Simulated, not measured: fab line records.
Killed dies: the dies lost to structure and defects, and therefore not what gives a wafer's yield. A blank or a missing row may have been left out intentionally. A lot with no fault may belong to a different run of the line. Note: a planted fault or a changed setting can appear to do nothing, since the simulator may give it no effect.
Which tool was responsible? / flow sky130 / Sampling: 13 lots, 39 wafers, 3 of 708 route steps

WHAT THE GAUGES READ, wafer by wafer
SKY_SONOS_TUNNEL_TW_MEAS_12. Usual: SONOS_TUNNEL_TW typically reads 196.9, with standard deviation 1.4.
lot=L986; measured=day 11 13:59; on=film_metro-03; SONOS_TUNNEL_TW=196.5 196.6 196.3; flag=
lot=L989; measured=day 12 18:08; on=film_metro-04; SONOS_TUNNEL_TW=198.4 199.1 198.4; flag=
lot=L991; measured=day 13 10:43; on=film_metro-04; SONOS_TUNNEL_TW=198.2 197.9 197.9; flag=
lot=L992; measured=day 13 17:04; on=film_metro-04; SONOS_TUNNEL_TW=197.1 197.6 198.3; flag=
lot=L993; measured=day 13 23:26; on=film_metro-01; SONOS_TUNNEL_TW=197.6 196.4 197.9; flag=
lot=L994; measured=day 14 05:15; on=film_metro-04; SONOS_TUNNEL_TW=199.2 199.2 198.1; flag=
lot=L995; measured=day 14 10:47; on=film_metro-03; SONOS_TUNNEL_TW=195.4 196.0 196.5; flag=
lot=L996; measured=day 15 02:36; on=film_metro-01; SONOS_TUNNEL_TW=198.6 198.5 197.6; flag=
lot=L997; measured=day 15 10:32; on=film_metro-01; SONOS_TUNNEL_TW=198.2 198.9 197.3; flag=
lot=L999; measured=day 15 21:31; on=film_metro-03; SONOS_TUNNEL_TW=196.2 195.3 195.6; flag=
lot=L101; measured=day 16 13:22; on=film_metro-01; SONOS_TUNNEL_TW=196.7 197.4 197.8; flag=
lot=L103; measured=day 17 07:07; on=film_metro-01; SONOS_TUNNEL_TW=198.8 196.9 198.2; flag=
lot=L108; measured=day 18 21:43; on=film_metro-01; SONOS_TUNNEL_TW=197.4 197.9 197.9; flag=

SKY_CONTACT_CD_MEAS_14: the cd target is 170 nm. Usual: cd_nm reads 169.6 nm (standard deviation 1.2).
lot=L986; measured=day 31 20:07; on=cd_sem-02; cd_nm (nm)=169.5 170.4 171.0; flag=
lot=L989; measured=day 32 19:45; on=cd_sem-02; cd_nm (nm)=172.9 172.2 171.4; flag=
lot=L991; measured=day 34 14:26; on=cd_sem-02; cd_nm (nm)=167.5 169.5 168.6; flag=
lot=L992; measured=day 34 15:22; on=cd_sem-02; cd_nm (nm)=170.3 168.8 169.0; flag=
lot=L993; measured=day 34 15:50; on=cd_sem-02; cd_nm (nm)=169.5 169.6 168.7; flag=
lot=L994; measured=day 34 16:14; on=cd_sem-01; cd_nm (nm)=168.3 169.0 168.0; flag=
lot=L995; measured=day 34 16:55; on=cd_sem-02; cd_nm (nm)=168.0 168.6 167.5; flag=
lot=L996; measured=day 35 08:03; on=cd_sem-02; cd_nm (nm)=168.9 169.1 167.8; flag=
lot=L997; measured=day 35 11:48; on=cd_sem-01; cd_nm (nm)=167.9 169.5 169.8; flag=
lot=L999; measured=day 35 23:11; on=cd_sem-01; cd_nm (nm)=170.6 168.9 168.8; flag=
lot=L101; measured=day 36 14:45; on=cd_sem-01; cd_nm (nm)=167.6 168.0 167.2; flag=
lot=L103; measured=day 37 04:43; on=cd_sem-02; cd_nm (nm)=170.1 172.1 171.9; flag=
lot=L108; measured=day 38 13:32; on=cd_sem-01; cd_nm (nm)=169.0 169.6 168.9; flag=

WHAT TOOL EACH LOT RAN ON (gives the tool, then ch and the chambers of the sampled wafers, and finally the start)
lot=L986; SKY_NWELL_EXPOSE_07=iline_stepper-01 ch 0, day 4 10:11
lot=L989; SKY_NWELL_EXPOSE_07=iline_stepper-02 ch 0, day 5 04:30
lot=L991; SKY_NWELL_EXPOSE_07=iline_stepper-01 ch 0, day 5 15:08
lot=L992; SKY_NWELL_EXPOSE_07=iline_stepper-01 ch 0, day 5 21:53
lot=L993; SKY_NWELL_EXPOSE_07=iline_stepper-01 ch 0, day 6 02:34
lot=L994; SKY_NWELL_EXPOSE_07=iline_stepper-02 ch 0, day 6 07:06
lot=L995; SKY_NWELL_EXPOSE_07=iline_stepper-01 ch 0, day 6 11:44
lot=L996; SKY_NWELL_EXPOSE_07=iline_stepper-02 ch 0, day 6 23:28
lot=L997; SKY_NWELL_EXPOSE_07=iline_stepper-01 ch 0, day 7 04:55
lot=L999; SKY_NWELL_EXPOSE_07=iline_stepper-01 ch 0, day 7 12:30
lot=L101; SKY_NWELL_EXPOSE_07=iline_stepper-02 ch 0, day 8 00:07
lot=L103; SKY_NWELL_EXPOSE_07=iline_stepper-01 ch 0, day 8 12:20
lot=L108; SKY_NWELL_EXPOSE_07=iline_stepper-02 ch 0, day 9 17:07
- SKY_NWELL_EXPOSE_07: exposes mask NWM, target cd 840 nm.

AS READ BY THE TOOLS THEMSELVES (means over the sampled wafers that have a number; for cases with no such wafer, the mark the record gives instead)
SKY_NWELL_EXPOSE_07. Usual: exposure_dose_mJ_cm2 255.11, standard deviation 0.23; reticle_temp_C 23.00 C, standard deviation 0.11.
lot=L986; tool=iline_stepper-01; exposure_dose_mJ_cm2=255.04; reticle_temp_C (C)=22.94; flag=
lot=L989; tool=iline_stepper-02; exposure_dose_mJ_cm2=255.22; reticle_temp_C (C)=23.09; flag=
lot=L991; tool=iline_stepper-01; exposure_dose_mJ_cm2=254.63; reticle_temp_C (C)=22.96; flag=
lot=L992; tool=iline_stepper-01; exposure_dose_mJ_cm2=255.21; reticle_temp_C (C)=23.03; flag=
lot=L993; tool=iline_stepper-01; exposure_dose_mJ_cm2=255.03; reticle_temp_C (C)=22.95; flag=
lot=L994; tool=iline_stepper-02; exposure_dose_mJ_cm2=255.36; reticle_temp_C (C)=23.00; flag=
lot=L995; tool=iline_stepper-01; exposure_dose_mJ_cm2=287.97; reticle_temp_C (C)=23.05; flag=OFF
lot=L996; tool=iline_stepper-02; exposure_dose_mJ_cm2=255.23; reticle_temp_C (C)=22.87; flag=
lot=L997; tool=iline_stepper-01; exposure_dose_mJ_cm2=288.11; reticle_temp_C (C)=22.91; flag=OFF
lot=L999; tool=iline_stepper-01; exposure_dose_mJ_cm2=288.08; reticle_temp_C (C)=22.93; flag=OFF
lot=L101; tool=iline_stepper-02; exposure_dose_mJ_cm2=255.12; reticle_temp_C (C)=22.98; flag=
lot=L103; tool=iline_stepper-01; exposure_dose_mJ_cm2=287.95; reticle_temp_C (C)=23.21; flag=OFF
lot=L108; tool=iline_stepper-02; exposure_dose_mJ_cm2=255.30; reticle_temp_C (C)=23.03; flag=

THE ANSWER, worked out from the rows above alone
Rule: a lot counts as off when the mean over its wafers that have a number is more than 3 standard deviations away from the usual mean. Also off: a lot with no number at a reading for which 4 or more lots have one. Where the step has rows for the other lots, those lots are counted as sound. After the gauges, taken in route order, come the tools' own readings; for these a lot's mean is taken, as printed above. At the first step where some lot is off, the reading lying furthest off is the one used; lots without a number count as furthest.
Off: L995, L997, L999, L103, at SKY_NWELL_EXPOSE_07 (exposure_dose_mJ_cm2).
A tool fits if, at that step or a process step before it, it ran every lot that is off, and no sound lot after the first of them. One fits: iline_stepper-01 at SKY_NWELL_EXPOSE_07. Its last sound lot is L993 (day 6 02:34), its first lot that is off L995 (day 6 11:44): a fault that began between those two fits.
On the lots that are off, the tool's own readings at SKY_NWELL_EXPOSE_07 differ by more than 5 times the standard deviation of the sound lots' means, which bears it out; exposure_dose_mJ_cm2 reads 288.03 there versus 255.13 on the sound lots.

WHAT THE SIMULATOR HAD PUT IN
Drift in process parameters on iline_stepper-01 at SKY_NWELL_EXPOSE_07, starting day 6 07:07. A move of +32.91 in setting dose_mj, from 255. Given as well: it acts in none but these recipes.
Struck lots among those shown: L995, L997, L999, L103. The rule above reached the same finding.
